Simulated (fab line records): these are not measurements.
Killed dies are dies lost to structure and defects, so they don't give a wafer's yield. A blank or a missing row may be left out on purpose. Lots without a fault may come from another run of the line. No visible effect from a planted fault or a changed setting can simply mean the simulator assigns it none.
Chamber matching	flow gf180mcu	GF_STI_CMP_25 on cmp-01 has 4 sister chambers
The step polishes, stops on Si3N4, t overpolish 33 s, target thk 524.6 nm. 20 wafers are shown with their chamber, then 9 later ones without.

WAFERS WITH THEIR CHAMBER
wafer	chamber	motor-current-A (A)	time-to-endpoint-s (s)	overpolish-run-s (s)
L670.1	2	11.4	122	33.003
L670.2	1	12.4	123	33.006
L670.4	3	9.8	123	33.010
L671.1	3	10.0	124	33.006
L671.2	0	12.5	120	33.004
L671.3	2	11.1	120	32.994
L676.1	2	10.7	128	33.006
L676.2	0	11.6	125	32.984
L676.6	3	9.7	126	33.012
L678.1	1	12.3	121	32.994
L678.3	3	10.3	129	32.982
L678.5	3	9.7	124	32.992
L680.1	2	11.6	125	33.000
L680.2	0	11.7	126	32.994
L680.3	1	13.1	127	33.005
L681.1	0	11.6	122	33.003
L681.3	2	11.1	123	33.009
L681.5	2	11.2	120	32.983
L682.1	2	10.9	119	33.005
L682.2	0	11.8	118	32.988

SIGNATURES (means of the wafers above)
reading	chamber 0	chamber 1	chamber 2	chamber 3	scatter within a chamber
motor-current-A	11.840	12.600	11.143	9.900	0.331
time-to-endpoint-s	122.20	123.67	122.43	125.20	3.04
overpolish-run-s	32.99460	33.00167	33.00000	33.00040	0.00983
Rule: distance of a wafer from a chamber = root of the sum over the readings of ((wafer's reading minus chamber's mean) / reading's scatter) squared. If the next closest chamber is less than 2 further off than the closest, the wafer can't be placed; otherwise it belongs to the closest. The scatter is the square root of a quotient: the sum, over the shown wafers, of each reading's squared deviation from its chamber's mean, divided by wafers minus chambers.

WAFERS WITH NO CHAMBER GIVEN
wafer	motor-current-A (A)	time-to-endpoint-s (s)	overpolish-run-s (s)
L682.5	13.6	115	32.990
L690.1	10.9	120	32.996
L690.5	11.6	124	33.007
L692.2	13.0	127	33.012
L692.4	11.1	126	33.007
L692.5	10.4	126	32.988
L693.2	12.5	122	32.990
L693.4	10.3	122	32.986
L693.6	13.1	117	32.999

EACH ONE'S CHAMBER
wafer	from the rows above	in truth
L682.5	can't be placed: 1 or 0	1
L690.1	can't be placed: 2 or 0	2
L690.5	can't be placed: 0 or 2 or 1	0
L692.2	1	1
L692.4	can't be placed: 2 or 0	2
L692.5	can't be placed: 3 or 2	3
L693.2	can't be placed: 1 or 0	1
L693.4	can't be placed: 3 or 2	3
L693.6	can't be placed: 1 or 0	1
Placed correctly: 1 of 9. Can't be placed from these rows: 8 (the true chamber is among the candidates in 8). 0 placed wrongly.
